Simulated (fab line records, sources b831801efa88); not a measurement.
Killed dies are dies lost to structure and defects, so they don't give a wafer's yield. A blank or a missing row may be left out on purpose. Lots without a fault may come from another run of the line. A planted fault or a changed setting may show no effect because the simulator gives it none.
Which tool did it? | flow sky130 | 13 lots, 39 wafers sampled, at 2 steps of a route of 708

WHAT THE GAUGES READ, wafer by wafer
SKY_SONOS_ONO_THK_MEAS_03.
lot  | measured     | on            | SONOS_ONO_CVD_02_THK (nm)
L557 | day 11 08:20 | film_metro-04 | 10.51 10.45 10.56
L558 | day 11 17:47 | film_metro-03 | 10.50 10.49 10.45
L560 | day 12 08:22 | film_metro-03 | 10.55 10.56 10.51
L562 | day 12 23:56 | film_metro-02 | 10.50 10.46 10.57
L563 | day 13 11:10 | film_metro-03 | 10.53 10.44 10.42
L570 | day 16 05:35 | film_metro-03 | 10.54 10.55 10.50
L572 | day 17 05:14 | film_metro-04 | 10.59 10.52 10.67
L574 | day 17 05:16 | film_metro-03 | 10.41 10.43 10.45
L575 | day 17 15:56 | film_metro-04 | 10.20 10.32 10.38
L576 | day 17 19:59 | film_metro-04 | 10.52 10.62 10.64
L578 | day 18 02:17 | film_metro-04 | 10.54 10.60 10.61
L579 | day 18 23:39 | film_metro-04 | 10.43 10.59 10.48
L580 | day 19 07:56 | film_metro-04 | 10.43 10.42 10.45

SKY_SONOS_ONO_THK_MEAS_05.
lot  | measured     | on            | SONOS_ONO_CVD_04_THK (nm)
L557 | day 11 09:39 | film_metro-04 | 5.59 5.64 5.59
L558 | day 11 19:06 | film_metro-04 | 5.80 5.86 5.87
L560 | day 12 09:41 | film_metro-03 | 5.73 5.75 5.64
L562 | day 13 01:14 | film_metro-03 | 5.76 5.70 5.72
L563 | day 13 12:29 | film_metro-02 | 5.95 6.00 5.87
L570 | day 16 06:53 | film_metro-02 | 5.66 5.61 5.61
L572 | day 17 08:22 | film_metro-03 | 5.68 5.66 5.65
L574 | day 17 08:25 | film_metro-04 | 5.80 5.86 5.98
L575 | day 17 17:17 | film_metro-03 | 5.73 5.76 5.69
L576 | day 17 21:18 | film_metro-04 | 5.74 5.79 5.71
L578 | day 18 03:36 | film_metro-04 | 5.84 5.74 5.84
L579 | day 19 00:58 | film_metro-04 | 5.79 5.91 5.84
L580 | day 19 09:15 | film_metro-03 | 5.69 5.76 5.70

WHICH TOOL RAN EACH LOT (tool, then ch and the chambers of the sampled wafers, then the start)
The record holds no process step before these readings.

WHAT THE TOOLS THEMSELVES READ (means of the sampled wafers that have a number; where no wafer has one, the mark that the record gives instead)
The record holds no such reading with a usual standard deviation.

THE ANSWER, worked out from the rows above alone
Rule: what is usual is taken from the lots themselves. Put in order of their means at a reading, lots are off if they are a third of the lots or fewer, leave a main group of 4 or more, and stand apart from it by a gap of 3 or more times the standard deviation of the main group's means; of several such gaps the widest counts. A main group whose means are all the same, to the digits that the tables above print for the reading, isn't used. A lot without any number at a reading at which 4 lots or more have one is off too. The other lots that the step has rows for count as sound. The gauges are gone through in route order, then the tools' own readings, and for those a lot's mean is taken as printed above. The first step at which some lot is off is used, and at that step the reading that is off furthest; a lot without a number counts as furthest.
No lot is off at any reading shown: from this, nothing can be told.

WHAT THE SIMULATOR HAD PUT IN
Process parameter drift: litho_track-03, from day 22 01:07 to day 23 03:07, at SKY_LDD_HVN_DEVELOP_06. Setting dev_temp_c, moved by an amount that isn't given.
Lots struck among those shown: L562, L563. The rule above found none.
